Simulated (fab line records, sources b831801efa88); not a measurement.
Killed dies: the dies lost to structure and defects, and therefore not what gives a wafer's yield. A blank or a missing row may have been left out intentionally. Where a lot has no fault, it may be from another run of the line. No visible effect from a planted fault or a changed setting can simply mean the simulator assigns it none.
Problem report in the 8D (eight disciplines) form, filled by code -- flow sky130 -- the parts of the form that need people (team, actions taken, sign-off) are left out

== 1. PROBLEM STATEMENT ==
biasW at SKY_VIA1_ETCH_15 reads a mean of 1037 W on 2 wafers of 2 lots; wafers without a fault read 1200 W with a standard deviation of 3.6. Relative to the usual mean, that is a shift of -45 standard deviations.
The step: etches SiO2 in C4F8/O2/Ar, stops on TiN, target depth 351 nm, time 54 s.
First observed at day 39 07:22: wafer L804.1, on rieDiel-03. The record has a number at this step for 18 wafers belonging to 6 lots. Rule for "out" (also "out of limits"): further than 4 standard deviations from the usual mean. Any other wafer with a number is counted as sound.

== 2. WHAT IT IS, WHAT IT ISN'T ==
question,is,is not
which readings at this step,biasW,chamberPressureMTorr
which lots,"L804, L805","L790, L792, L809, L810"
which wafers of those lots,"L804.1, L805.5","L804.3, L804.5, L805.4, L805.6"
read on which tools,rieDiel-03,"rieDiel-01, rieDiel-02"
when,from day 39 07:22,"up to then (8 sound wafers); but 8 sound wafers of L805, L809, L810 came after"

== 3. SUSPECTS, AND WHAT RULES EACH OUT ==
Counting: if a tool at a process step up to the reading ran every lot that is out, it stays a suspect. Sound lots after the first of them don't rule it out here, since some wafers of a struck lot are sound.
- rieDiel-03 at SKY_VIA1_ETCH_14 (etches BARC in N2/H2, stops on SiO2, time 45.9 s, target depth 60 nm): kept. It ran every lot that is out, first L804 (day 39 07:19); its last sound lot up to then is L790 (day 35 07:24).
- rieDiel-03 at SKY_VIA1_ETCH_15 (etches SiO2 in C4F8/O2/Ar, stops on TiN, target depth 351 nm, time 54 s): kept. It ran every lot that is out, first L804 (day 39 07:22); its last sound lot up to then is L790 (day 35 07:26). Its own readings are out on those wafers: biasW.
- rieDiel-03, SKY_VIA1_ETCH_14: wafers that are out in chamber 0, sound lot-mates in chambers 1, 3.
- rieDiel-03, SKY_VIA1_ETCH_15: wafers that are out in chamber 0, sound lot-mates in chambers 1, 3.
What counting leaves: rieDiel-03 at SKY_VIA1_ETCH_14 and rieDiel-03 at SKY_VIA1_ETCH_15.

== 4. THE CAUSE (what the simulator had put in) ==
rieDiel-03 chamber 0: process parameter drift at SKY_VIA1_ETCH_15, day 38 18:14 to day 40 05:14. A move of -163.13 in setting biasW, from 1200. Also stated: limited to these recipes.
After counting, 2 suspects remain, this tool included.

== 5. SEQUENCE OF EFFECTS, ordered by route ==
Each row: a reading whose mean over the struck wafers that have a number lies more than 3 standard deviations from the usual. Only readings whose record carries a usual standard deviation are examined. hours: median over the lots of the time between each lot's start at the first step of this table that gives one and its start at this step. sigmas: the change, counted in usual standard deviations.
hours,step,reading,usual,on struck wafers,change,sigmas
0,SKY_VIA1_ETCH_15,biasW,1200 W,1037,-163,-45
The process steps in it:
- SKY_VIA1_ETCH_15: etches SiO2 in C4F8/O2/Ar, stops on TiN, target depth 351 nm, time 54 s.

== 6. HOW IT WOULD HAVE BEEN CAUGHT EARLIER ==
In this record no reading fell out of limits until day 39 07:22, 13 hours after the fault had begun at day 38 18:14.
